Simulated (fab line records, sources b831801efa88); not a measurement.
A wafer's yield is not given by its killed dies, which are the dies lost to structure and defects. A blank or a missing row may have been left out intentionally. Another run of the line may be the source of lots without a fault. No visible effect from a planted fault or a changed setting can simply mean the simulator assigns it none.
Which tool is to blame?    flow gf180mcu    6 lots, 18 wafers sampled, at 3 steps of a route of 602

## WHAT THE GAUGES READ, wafer by wafer
GF_PSD_RS_MEAS_14: measures by four-point-probe.
lot   measured      on             NSD_RS (ohm/sq)
L530  day 14 16:52  film metro-02  46.03 46.25 46.09
L533  day 16 02:03  film metro-02  43.44 43.48 43.46
L544  day 19 20:46  film metro-01  46.01 46.07 45.98
L546  day 20 07:00  film metro-01  46.18 46.06 46.12
L548  day 21 04:16  film metro-01  46.15 46.06 46.01
L550  day 21 14:02  film metro-02  46.12 46.09 46.00

## WHAT TOOL EACH LOT RAN ON (gives the tool, then ch and the chambers of the sampled wafers, and finally the start)
lot   GF_HV_LDD_STRIP_37                    GF_PSD_RTA_13
L530  plasma asher-01 ch 0,1, day 12 00:22  rtp anneal-02 ch 0, day 14 16:46
L533  plasma asher-04 ch 0,1, day 13 05:13  rtp anneal-02 ch 0, day 16 01:58
L544  plasma asher-01 ch 0,1, day 16 16:32  rtp anneal-02 ch 0, day 19 20:40
L546  plasma asher-04 ch 0,1, day 17 03:08  rtp anneal-01 ch 0, day 20 06:55
L548  plasma asher-04 ch 0,1, day 17 23:59  rtp anneal-02 ch 0, day 21 04:10
L550  plasma asher-04 ch 0,1, day 18 09:40  rtp anneal-02 ch 0, day 21 13:57
- GF_HV_LDD_STRIP_37: strips in O2/N2.
- GF_PSD_RTA_13: time 20 s.

## THE ANSWER, worked out from the rows above alone
Rule: what is usual is taken from the lots themselves. The widest of any qualifying gaps counts: lots, ordered by their means at a reading, are off when they make up no more than a third of the lots, leave a main group of 4 or more, and stand apart from it by 3 or more times the standard deviation of that group's means. Not used: any main group whose means are identical at the precision the tables above print for the reading. Also off: a lot with no number at a reading for which 4 or more lots have one. Where the step has rows for the other lots, those lots are counted as sound.
Off: L533, at GF_PSD_RS_MEAS_14 (NSD_RS). Main group: mean 46.08 ohm/sq, sd 0.038.
If a tool, at a process step before that reading, ran all the lots that are off and no sound lot after the first of them, it fits. Those tools and the gauges at GF_PSD_RS_MEAS_14 are tried in the same way. Not one of the candidates tried fits.

## WHAT THE SIMULATOR HAD INSERTED
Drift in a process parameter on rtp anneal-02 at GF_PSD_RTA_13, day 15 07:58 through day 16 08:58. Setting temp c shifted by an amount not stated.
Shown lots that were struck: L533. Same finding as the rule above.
